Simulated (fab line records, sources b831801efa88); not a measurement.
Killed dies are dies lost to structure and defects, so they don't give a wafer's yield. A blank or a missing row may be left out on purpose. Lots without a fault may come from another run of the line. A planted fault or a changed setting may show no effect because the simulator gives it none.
Which tool did it? | flow sky130 | 11 lots, 33 wafers sampled, at 5 steps of a route of 708

WHAT THE GAUGES READ, wafer by wafer
SKY_VIA1_THK_MEAS_01.
lot  | measured     | on            | VIA1_HDPCVD_THK (nm)
L544 | day 32 21:13 | film_metro-01 | 1051 1030 1057
L545 | day 33 02:35 | film_metro-02 | 1018 1035 1039
L548 | day 34 12:56 | film_metro-01 | 1026 1002 1045
L549 | day 35 07:10 | film_metro-03 | 1023 1043 1031
L550 | day 35 09:35 | film_metro-03 | 1002 1017 1000
L554 | day 36 10:49 | film_metro-01 | 1033 1053 1039
L555 | day 36 18:19 | film_metro-01 | 1041 1017 1043
L561 | day 38 17:01 | film_metro-03 | 976 1037 974
L564 | day 39 00:32 | film_metro-01 | 985 1047 1032
L565 | day 39 18:28 | film_metro-02 | 1030 1025 1033
L567 | day 39 23:21 | film_metro-03 | 1025 993 1002

WHICH TOOL RAN EACH LOT (tool, then ch and the chambers of the sampled wafers, then the start)
lot  | SKY_CONTACT_CMP_04            | SKY_CONTACT_ETCH_16                | SKY_METAL1_STRIP_20                  | SKY_VIA1_HDPCVD_00
L544 | cmp-02 ch 0,2,3, day 30 11:53 | rie_diel-02 ch 2,3, day 31 16:19   | plasma_asher-04 ch 0,1, day 32 20:31 | hdpcvd-01 ch 0,1, day 32 21:06
L545 | cmp-02 ch 2,3, day 30 17:30   | rie_diel-04 ch 0,2,3, day 31 21:22 | plasma_asher-01 ch 1, day 33 01:49   | hdpcvd-02 ch 2, day 33 02:25
L548 | cmp-02 ch 0,1,2, day 32 02:47 | rie_diel-04 ch 0,1,2, day 33 07:16 | plasma_asher-02 ch 0,1, day 34 12:13 | hdpcvd-02 ch 0,1,2, day 34 12:49
L549 | cmp-01 ch 0,2,3, day 32 22:41 | rie_diel-04 ch 1,2,3, day 34 01:19 | plasma_asher-02 ch 0,1, day 35 06:25 | hdpcvd-01 ch 0,1, day 35 07:03
L550 | cmp-02 ch 0,2, day 33 00:34   | rie_diel-01 ch 1,2,3, day 34 04:07 | plasma_asher-04 ch 0,1, day 35 08:53 | hdpcvd-01 ch 1,2, day 35 09:28
L554 | cmp-01 ch 0,1,2, day 33 23:09 | rie_diel-01 ch 0,1,3, day 35 01:04 | plasma_asher-01 ch 0,1, day 36 10:05 | hdpcvd-02 ch 0,1,2, day 36 10:41
L555 | cmp-01 ch 0,1,2, day 34 14:01 | rie_diel-01 ch 0,1,2, day 35 17:28 | plasma_asher-04 ch 0,1, day 36 17:31 | hdpcvd-02 ch 0,2, day 36 18:12
L561 | cmp-02 ch 0,2,3, day 36 10:16 | rie_diel-01 ch 1,2,3, day 37 12:37 | plasma_asher-02 ch 0,1, day 38 16:13 | hdpcvd-02 ch 0,1,2, day 38 16:54
L564 | cmp-01 ch 0,1,2, day 36 17:53 | rie_diel-02 ch 0,1,3, day 37 20:34 | plasma_asher-02 ch 0,1, day 38 23:49 | hdpcvd-02 ch 0,1,2, day 39 00:25
L565 | cmp-01 ch 0,1,2, day 37 13:37 | rie_diel-04 ch 0,1,2, day 38 15:31 | plasma_asher-02 ch 0,1, day 39 17:44 | hdpcvd-01 ch 0,1,2, day 39 18:21
L567 | cmp-02 ch 0,2,3, day 37 18:21 | rie_diel-02 ch 0,1,3, day 38 19:46 | plasma_asher-04 ch 0,1, day 39 22:38 | hdpcvd-01 ch 0,1,2, day 39 23:14
- SKY_CONTACT_CMP_04: polishes SiO2.
- SKY_CONTACT_ETCH_16: etches BARC in N2/H2, stops on SiO2, time 45.9 s, target depth 60 nm.
- SKY_METAL1_STRIP_20: strips in O2/N2.
- SKY_VIA1_HDPCVD_00: deposits SiO2, target thk 1030 nm, time 171.7 s.

THE ANSWER, worked out from the rows above alone
Rule: what is usual is taken from the lots themselves. Put in order of their means at a reading, lots are off if they are a third of the lots or fewer, leave a main group of 4 or more, and stand apart from it by a gap of 3 or more times the standard deviation of the main group's means; of several such gaps the widest counts. A main group whose means are all the same, to the digits that the tables above print for the reading, isn't used. A lot without any number at a reading at which 4 lots or more have one is off too. The other lots that the step has rows for count as sound.
No lot is off at any reading shown: from this, nothing can be told.

WHAT THE SIMULATOR HAD PUT IN
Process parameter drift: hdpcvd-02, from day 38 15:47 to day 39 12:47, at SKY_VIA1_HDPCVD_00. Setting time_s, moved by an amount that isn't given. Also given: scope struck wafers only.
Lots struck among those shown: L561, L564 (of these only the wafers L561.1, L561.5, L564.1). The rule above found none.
